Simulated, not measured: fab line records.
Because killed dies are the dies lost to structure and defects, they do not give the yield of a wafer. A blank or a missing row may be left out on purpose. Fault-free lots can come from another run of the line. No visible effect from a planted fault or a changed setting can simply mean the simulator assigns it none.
A struck lot beside a sound one	flow sky130	17 out of 708 route steps
Sound: wafers L424.2, L424.3, L424.6. Wafers L417.2, L417.3, L417.6 were the ones struck. Last of all comes the cause.
For every step that has rows: the tool of each side, followed by ch and its chambers, followed by its first start. Under that, the readings that differ: sound wafers	struck wafers	difference of the means	sigmas: that difference in standard deviations of wafers without a fault.
alike: same words and numbers on both sides, and readings whose means sit less than 2 such deviations apart. not compared: any withheld reading, any reading some wafer has no value for, any bound like >300 that may hide the same value, and any number with overlapping values for which the record gives no deviation.
A row with sigmas, a row that says differs or no value, or rows on one side alone: a step with any of these is where the two part. Non-overlapping numbers with no deviation appear without sigmas and do not part them. Lack of a reading on every wafer of one side parts them only where that side has two or more wafers.

SKY_VT_ADJUST_HVTR_OVL_MEAS_08:
  struck on overlay-02, day 10 08:38; sound on overlay-02, day 12 03:11
reading	sound	struck	difference	sigmas
VT_ADJUST_HVTR_OVL (nm)	-2.3 -2.6 -3.4	0.7 -0.1 0.9	+3.3	+3
following that, these wafers have no rows for 1 step: SKY_VT_ADJUST_HVTR_IMPLANT_09.
SKY_VT_ADJUST_HVTR_STRIP_10: strips in O2/N2.
  sound on plasma_asher-03 ch 1, day 12 03:22; struck on plasma_asher-03 ch 0, day 10 08:49
  alike: drypump_motor_current_A, oes_product_au, strip_time_to_endpoint_s
  not compared: rf_hours_counter_h
SKY_VT_ADJUST_HVTR_TW_MEAS_11:
  struck on film_metro-04, day 10 08:55; sound on film_metro-04, day 12 03:28
  alike: VT_ADJUST_HVTR_TW
then, 7 steps without rows for these wafers: SKY_VT_ADJUST_PCH_DEHYDRATE_00 (time 60 s); SKY_VT_ADJUST_PCH_HMDS_01 (prime time 60 s); SKY_VT_ADJUST_PCH_COAT_02 (resist thk 3000 nm); SKY_VT_ADJUST_PCH_SOFTBAKE_03; SKY_VT_ADJUST_PCH_EXPOSE_04 (exposes mask NWM, target cd 840 nm); SKY_VT_ADJUST_PCH_PEB_05; SKY_VT_ADJUST_PCH_DEVELOP_06 (develop time 60 s).
SKY_VT_ADJUST_PCH_OVL_MEAS_07:
  struck on overlay-01, day 11 08:07; sound on overlay-01, day 13 04:31
  alike: VT_ADJUST_PCH_OVL
SKY_VT_ADJUST_PCH_IMPLANT_08:
  sound on implanter-04 ch 0, day 13 04:34; struck on implanter-01 ch 0, day 11 08:10
reading	sound	struck	difference	sigmas
beam_on_s (s)	9.81 10.15 10.08	11.62 11.23 11.55	+1.45	+7
end_station_pressure_torr (Torr)	5.34e-06 4.94e-06 5.23e-06	7.58e-05 8.685e-05 8.785e-05	+7.83e-05	+99 or more
faraday_current_uA	2.87 2.77 2.80	2.41 2.51 2.44	-0.36	-6
  alike: dose_ions_cm2
SKY_VT_ADJUST_PCH_STRIP_09: strips in O2/N2.
  sound on plasma_asher-01 ch 0,1, day 13 04:42; struck on plasma_asher-04 ch 0, day 11 08:17
  alike: drypump_motor_current_A, oes_product_au, strip_time_to_endpoint_s
  not compared: rf_hours_counter_h
SKY_VT_ADJUST_PCH_TW_MEAS_10:
  struck on film_metro-03, day 11 08:24; sound on film_metro-03, day 13 04:49
reading	sound	struck	difference	sigmas
VT_ADJUST_PCH_TW	142.3 142.4 142.8	147.6 147.1 146.7	+4.6	+6
then, 1 step without rows for these wafers: SKY_SONOS_TUNNEL_DEHYDRATE_00 (time 60 s).
-- the record jumps here: 35 days lie between the struck wafers' starts before and after (it left off in module SONOS_TUNNEL and takes up again in module PAD_OPEN, whose first step shown is number 708 of the route) --
SKY_PAD_OPEN_PROBE_99:
  struck on prober-02, day 46 18:58; sound on prober-01, day 49 15:25
reading	sound	struck	difference	sigmas
killed_at_front_end	20 25 22	8 9 15	-12	-3
model.etest.pfet_g5v0d10v5.off_log10_a_um	-12.98 -12.59 -12.76	-12.1 -11.78 -11.62	+0.9	
model.etest.pfet_g5v0d10v5.vt_sat_v (V)	-0.6713 -0.6347 -0.6574	-0.5873 -0.5607 -0.5356	+0.0933	
model.etest.pfet_16v.vt_v (V)	-1.121 -1.12 -1.114	-1.044 -1.041 -1.04	+0.077	
model.etest.pfet_g5v0d10v5.vt_v (V)	-0.8512 -0.8208 -0.8492	-0.7862 -0.7752 -0.745	+0.0716	
model.etest.pfet_g5v0d10v5.vt_long_v (V)	-0.9456 -0.9452 -0.9391	-0.884 -0.8821 -0.8822	+0.061	
model.etest.pfet_01v8_lvt.vt_sat_v (V)	-0.4603 -0.4511 -0.4576	-0.4001 -0.3934 -0.402	+0.0578	
model.etest.pfet_01v8_lvt.vt_v (V)	-0.5506 -0.5456 -0.551	-0.4931 -0.493 -0.4956	+0.0552	
model.etest.pfet_01v8_lvt.vt_long_v (V)	-0.664 -0.6629 -0.6639	-0.6173 -0.6161 -0.6175	+0.0466	
  alike: killed_at_M0_to_M3, killed_at_M4_up, killed_at_contacts, killed_at_other, killed_dies, killed_open, killed_short

== WHERE THEY PART ==
Last at SKY_PAD_OPEN_PROBE_99 as far as this record goes, first at SKY_VT_ADJUST_HVTR_OVL_MEAS_08.

WHY: what had been put in by the simulator
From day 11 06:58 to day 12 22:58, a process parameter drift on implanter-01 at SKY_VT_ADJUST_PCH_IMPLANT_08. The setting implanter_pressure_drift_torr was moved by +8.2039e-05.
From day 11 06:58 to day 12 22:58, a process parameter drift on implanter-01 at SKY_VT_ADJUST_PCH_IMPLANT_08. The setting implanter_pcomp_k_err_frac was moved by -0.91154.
